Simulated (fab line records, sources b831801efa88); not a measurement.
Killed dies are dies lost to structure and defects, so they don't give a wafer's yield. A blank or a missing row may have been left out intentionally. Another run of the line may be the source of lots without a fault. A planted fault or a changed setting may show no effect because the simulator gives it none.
A lot that was struck, set against a sound lot + flow gf180mcu + 16 out of 602 route steps
Sound: the wafers L380.1, L380.3, L380.6. Struck: wafers L390.2, L390.4, L390.6. The cause comes at the end.
Per side, at each step with rows, come the tool, then ch with its chambers, and then its first start. Under that, the readings that differ: sound wafers + struck wafers + difference of the means + sigmas: that difference in standard deviations of wafers without a fault.
alike: readings whose means differ by less than 2 such deviations, and words and numbers that are the same on both sides. not compared: withheld readings, readings that some wafer has no value for, bounds like >300 that may hide the same value, and numbers for which the record gives no deviation and whose values overlap.
A row with sigmas, a row that says differs or no value, or rows on one side alone: a step with any of these is where the two part. Numbers that have no deviation but don't overlap get no sigmas and don't part them. Lack of a reading on every wafer of one side parts them only where that side has two or more wafers.

GF_V3_CMP_04: polishes SiO2.
  sound on cmp-01 ch 0,1,3, day 23 21:34; struck on cmp-02 ch 0,1,2, day 26 14:09
  alike: motor-current-A, platen-rpm, time-to-endpoint-s
GF_V3_BOW_MEAS_05:
  sound: film-metro-01 at day 23 21:49; struck: film-metro-04 at day 26 14:22
  alike: V3_BOW
then, 8 steps without rows for these wafers: GF_V3_DEHYDRATE_06 (time 60 s); GF_V3_HMDS_07 (prime time 60 s); GF_V3_COAT_08; GF_V3_COAT_09 (resist thk 1000 nm); GF_V3_SOFTBAKE_10 (time 60 s); GF_V3_EXPOSE_11 (exposes mask Via3, target cd 260 nm); GF_V3_PEB_12 (peb time 90 s); GF_V3_DEVELOP_13 (develop time 60 s).
GF_V3_CD_MEAS_14: the cd target is 260 nm.
  sound: cd-sem-01 at day 24 19:31; struck: cd-sem-02 at day 27 10:47
  alike: cd-nm
GF_V3_OVL_MEAS_15:
  sound: overlay-01 at day 24 19:38; struck: overlay-02 at day 27 10:53
  alike: V3_OVL
GF_V3_ETCH_16: etches BARC in N2/H2.
  sound on rie-diel-04 ch 0,1,3, day 24 19:40; struck on rie-diel-02 ch 1,2,3, day 27 10:55
  no value came back on the struck wafers for any of 6 readings (bias-w (W), chamber-pressure-mTorr (mTorr) and others); on the sound wafers bias-w (W) reads 100.1 100.4 99.8
GF_V3_ETCH_17: etches SiO2 in C4F8/O2/Ar, stops on TiN, target depth 635 nm.
  sound on rie-diel-04 ch 0,1,3; struck on rie-diel-02 ch 1,2,3
| reading               | sound             | struck            | difference | sigmas      |
|-----------------------|-------------------|-------------------|------------|-------------|
| oes-product-au (a.u.) | 0.849 0.859 0.855 | 0.378 0.374 0.369 | -0.481     | -99 or more |
  alike: bias-w, chamber-pressure-mTorr
GF_V3_STRIP_18: strips in O2/N2.
  sound on plasma-asher-03 ch 1, day 24 19:48; struck on plasma-asher-03 ch 0,1, day 27 11:03
  alike: drypump-motor-current-A, heater-power-w, n2-flow-sccm, oes-product-au
  not compared: rf-hours-counter-h
then, 1 step without rows for these wafers: GF_V3_STRIP_19 (strips in post etch residue remover, time 1200 s).

== WHERE THEY PART ==
Earliest at GF_V3_ETCH_16; latest, in this record, at GF_V3_ETCH_17. Later steps at which nothing parts them and some readings are alike: GF_V3_STRIP_18.

WHY: whatever the simulator had introduced
Entire step skipped (rie-diel-02, GF_V3_ETCH_16), from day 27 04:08 onward. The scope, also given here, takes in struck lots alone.
